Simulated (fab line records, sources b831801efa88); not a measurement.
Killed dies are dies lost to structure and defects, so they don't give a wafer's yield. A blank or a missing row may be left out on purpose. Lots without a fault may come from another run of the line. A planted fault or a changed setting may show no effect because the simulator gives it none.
One fault seen from 2 desks | flow gf180mcu | each desk has only its own numbers; what lay behind them comes last

THE TOOL OWNER'S DESK: rie_diel-01
The tool's own readings at GF_V1_ETCH_16 (etches BARC in N2/H2): means of the sampled wafers that have a number, for each lot that ran on this tool. A lot is out of limits, marked OUT, if its mean lies more than 4 standard deviations from the usual mean; the brackets give that distance.
Columns: A = drypump_motor_current_A at GF_V1_ETCH_16, usual 5.6 A; B = n2_flow_sccm at GF_V1_ETCH_16, usual 100.0 sccm; C = oes_product_au at GF_V1_ETCH_16, usual 0.855 a.u.; D = rf_fwd_power_W at GF_V1_ETCH_16, usual 495.4 W; E = throttle_valve_pct at GF_V1_ETCH_16, usual 13.225 %
lot  | first seen here | A   | B     | C     | D               | E
L791 | day 19 07:27    | 5.2 | 100.0 | 0.849 | 495.1           | 13.224
L801 | day 23 04:02    | 5.3 | 99.8  | 0.854 | 575.8 (+47) OUT | 13.219
L804 | day 24 04:32    | 5.7 | 100.1 | 0.853 | 574.9 (+47) OUT | 13.219
This desk's finding: out of limits on L801, L804; first on L801, day 23 04:02 (rf_fwd_power_W at GF_V1_ETCH_16). In limits: L791.

THE METROLOGY DESK
What the gauges read, lot by lot, whatever tool the lot ran on: means of the sampled wafers that have a number. A lot is out of limits, marked OUT, if its mean lies more than 4 standard deviations from the usual mean; the brackets give that distance.
Columns: A = V1_BOW at GF_V1_BOW_MEAS_05, usual 81 um; B = cd_nm at GF_V1_CD_MEAS_14, usual 259.9 nm; C = V1_OVL at GF_V1_OVL_MEAS_15, usual -2 nm
lot  | first seen here | A  | B     | C
L791 | day 18 07:18    | 73 | 257.6 | -0
L792 | day 18 20:52    | 76 | 259.1 | -3
L801 | day 22 04:51    | 87 | 258.4 | -10
L802 | day 22 17:36    | 85 | 259.7 | 4
L804 | day 23 05:57    | 81 | 260.2 | -5
L810 | day 24 20:53    | 82 | 259.8 | -9
This desk's finding: nothing out of limits on any of the 6 lots.

PUT TOGETHER
The tool owner's desk could have raised an alarm at day 23 04:02, on L801, L804.
The metrology desk saw nothing out of limits.
The metrology desk has L801, L804 on record, within its limits.
Of the lots named, all ran GF_V1_ETCH_16 on rie_diel-01.

WHAT THE SIMULATOR HAD PUT IN
Process parameter drift: rie_diel-01, from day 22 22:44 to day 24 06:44, at GF_V1_ETCH_16. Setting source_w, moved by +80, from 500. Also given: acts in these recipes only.
Lots struck among those shown: L801, L804.
Hours from the fault's start to each desk's first reading out of limits: the tool owner's desk, 5.
